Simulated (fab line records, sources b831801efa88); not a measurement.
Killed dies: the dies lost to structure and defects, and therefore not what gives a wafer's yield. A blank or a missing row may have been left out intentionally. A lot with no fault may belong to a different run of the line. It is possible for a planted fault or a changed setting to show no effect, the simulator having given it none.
Which tool was responsible? || flow sky130 || 11 lots, 33 wafers sampled, at 2 steps of a route of 708

WHAT EACH GAUGE READ, for each wafer
SKY_LI_CONTACT_THK_MEAS_01.
{"lot": "L980", "measured": "day 27 16:35", "on": "film_metro-03", "LI_CONTACT_HDPCVD_THK (nm)": "942 956 946"}
{"lot": "L981", "measured": "day 28 08:13", "on": "film_metro-04", "LI_CONTACT_HDPCVD_THK (nm)": "940 938 941"}
{"lot": "L986", "measured": "day 30 15:59", "on": "film_metro-03", "LI_CONTACT_HDPCVD_THK (nm)": "940 377 935"}
{"lot": "L987", "measured": "day 30 18:09", "on": "film_metro-01", "LI_CONTACT_HDPCVD_THK (nm)": "377 363 928"}
{"lot": "L993", "measured": "day 32 06:55", "on": "film_metro-03", "LI_CONTACT_HDPCVD_THK (nm)": "936 943 947"}
{"lot": "L996", "measured": "day 32 14:54", "on": "film_metro-04", "LI_CONTACT_HDPCVD_THK (nm)": "948 936 954"}
{"lot": "L998", "measured": "day 33 11:02", "on": "film_metro-03", "LI_CONTACT_HDPCVD_THK (nm)": "932 945 932"}
{"lot": "L999", "measured": "day 34 04:12", "on": "film_metro-04", "LI_CONTACT_HDPCVD_THK (nm)": "955 948 940"}
{"lot": "L100", "measured": "day 34 17:08", "on": "film_metro-03", "LI_CONTACT_HDPCVD_THK (nm)": "936 949 926"}
{"lot": "L102", "measured": "day 34 17:31", "on": "film_metro-04", "LI_CONTACT_HDPCVD_THK (nm)": "946 924 944"}
{"lot": "L103", "measured": "day 34 20:23", "on": "film_metro-04", "LI_CONTACT_HDPCVD_THK (nm)": "945 923 946"}

EACH LOT AND THE TOOL THAT RAN IT (in order: tool; ch and the chambers of the sampled wafers; start)
{"lot": "L980", "SKY_LI_CONTACT_HDPCVD_00": "hdpcvd-01 ch 0,1,2, day 27 16:28"}
{"lot": "L981", "SKY_LI_CONTACT_HDPCVD_00": "hdpcvd-01 ch 0,1,2, day 28 08:07"}
{"lot": "L986", "SKY_LI_CONTACT_HDPCVD_00": "hdpcvd-01 ch 1,2, day 30 15:53"}
{"lot": "L987", "SKY_LI_CONTACT_HDPCVD_00": "hdpcvd-01 ch 0,2, day 30 18:02"}
{"lot": "L993", "SKY_LI_CONTACT_HDPCVD_00": "hdpcvd-02 ch 0,1,2, day 32 06:47"}
{"lot": "L996", "SKY_LI_CONTACT_HDPCVD_00": "hdpcvd-02 ch 0,2, day 32 14:47"}
{"lot": "L998", "SKY_LI_CONTACT_HDPCVD_00": "hdpcvd-02 ch 0,2, day 33 10:55"}
{"lot": "L999", "SKY_LI_CONTACT_HDPCVD_00": "hdpcvd-01 ch 0,2, day 34 04:05"}
{"lot": "L100", "SKY_LI_CONTACT_HDPCVD_00": "hdpcvd-02 ch 0,2, day 34 17:01"}
{"lot": "L102", "SKY_LI_CONTACT_HDPCVD_00": "hdpcvd-01 ch 1,2, day 34 17:23"}
{"lot": "L103", "SKY_LI_CONTACT_HDPCVD_00": "hdpcvd-01 ch 0,1, day 34 20:17"}
- SKY_LI_CONTACT_HDPCVD_00: deposits PSG, target thk 930 nm, time 155 s.

THE ANSWER, worked out from the rows above alone
Rule: what is usual is taken from the lots themselves. Put in order of their means at a reading, lots are off if they are a third of the lots or fewer, leave a main group of 4 or more, and stand apart from it by a gap of 3 or more times the standard deviation of the main group's means; of several such gaps the widest counts. The tables above print the reading to a certain number of digits; a main group whose means all agree to those digits is not used. Also off: a lot with no number at a reading for which 4 or more lots have one. Where the step has rows for the other lots, those lots are counted as sound.
Off: L986, L987, at SKY_LI_CONTACT_THK_MEAS_01 (LI_CONTACT_HDPCVD_THK). The main group: mean 941 nm, standard deviation 4.4.
If a tool, at a process step before that reading, ran all the lots that are off and no sound lot after the first of them, it fits. Gauges at SKY_LI_CONTACT_THK_MEAS_01: tried the same way as those tools. Of those tried, none fits.

WHAT HAD BEEN PUT IN BY THE SIMULATOR
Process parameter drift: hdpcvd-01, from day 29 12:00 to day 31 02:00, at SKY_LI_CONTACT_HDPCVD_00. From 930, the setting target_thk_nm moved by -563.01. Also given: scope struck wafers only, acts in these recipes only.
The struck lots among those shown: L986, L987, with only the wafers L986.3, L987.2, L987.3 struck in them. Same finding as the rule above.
